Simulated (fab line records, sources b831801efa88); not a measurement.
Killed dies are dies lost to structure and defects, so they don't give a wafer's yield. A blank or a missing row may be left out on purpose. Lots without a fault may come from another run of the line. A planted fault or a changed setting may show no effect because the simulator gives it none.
One fault seen from 2 desks | flow sky130 | each desk has only its own numbers; what lay behind them comes last

THE METROLOGY DESK
What the gauges read, lot by lot, whatever tool the lot ran on: means of the sampled wafers that have a number. A lot is out of limits, marked OUT, if its mean lies more than 4 standard deviations from the usual mean; the brackets give that distance.
Columns: A = VIA4_OVL at SKY_VIA4_OVL_MEAS_11, usual -0.6 nm
lot  | first seen here | A
L573 | day 42 11:55    | -1.4
L576 | day 44 06:17    | -1.5
L577 | day 44 08:21    | 1.5
L578 | day 44 10:13    | 0.5
L579 | day 44 11:40    | -1.5
L589 | day 47 02:49    | -2.1
L590 | day 47 03:11    | -2.6
L592 | day 47 21:46    | -1.0
L593 | day 48 03:58    | 1.1
L596 | day 48 10:03    | -0.0
This desk's finding: nothing out of limits on any of the 10 lots.

THE TOOL OWNER'S DESK: rie_metal-02
The tool's own readings at SKY_METAL4_METAL_ETCH_18 (etches the open film in Cl2/BCl3, stops on SiO2, target depth 845 nm, time 183.1 s): means of the sampled wafers that have a number, for each lot that ran on this tool. A lot is out of limits, marked OUT, if its mean lies more than 4 standard deviations from the usual mean; the brackets give that distance.
Columns: A = drypump_motor_current_A at SKY_METAL4_METAL_ETCH_18, usual 5.9 A; B = oes_product_au at SKY_METAL4_METAL_ETCH_18, usual 0.865 a.u.; C = throttle_valve_pct at SKY_METAL4_METAL_ETCH_18, usual 22.265 %
lot  | first seen here | A   | B                | C
L573 | day 41 10:58    | 6.0 | 0.864            | 22.271
L576 | day 43 07:28    | 5.9 | 0.865            | 22.268
L577 | day 43 08:25    | 5.9 | 0.866            | 22.262
L579 | day 43 12:26    | 5.9 | 0.867            | 22.260
L589 | day 46 04:04    | 6.0 | 0.887 (+4.0) OUT | 22.259
L590 | day 46 04:48    | 6.0 | 0.883            | 22.260
This desk's finding: out of limits on L589; first on L589, day 46 04:04 (oes_product_au at SKY_METAL4_METAL_ETCH_18). In limits: L573, L576, L577, L579, L590.

PUT TOGETHER
The tool owner's desk could have raised an alarm at day 46 04:04, on L589.
The metrology desk saw nothing out of limits.
The metrology desk has L589 on record, within its limits.
Of the lots named, all ran SKY_METAL4_METAL_ETCH_18 on rie_metal-02.

WHAT THE SIMULATOR HAD PUT IN
Process parameter drift: rie_metal-02, from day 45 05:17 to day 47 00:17, at SKY_METAL4_METAL_ETCH_18. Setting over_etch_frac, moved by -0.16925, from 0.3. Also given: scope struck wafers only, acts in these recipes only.
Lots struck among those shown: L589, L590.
Hours from the fault's start to each desk's first reading out of limits: the tool owner's desk, 23.
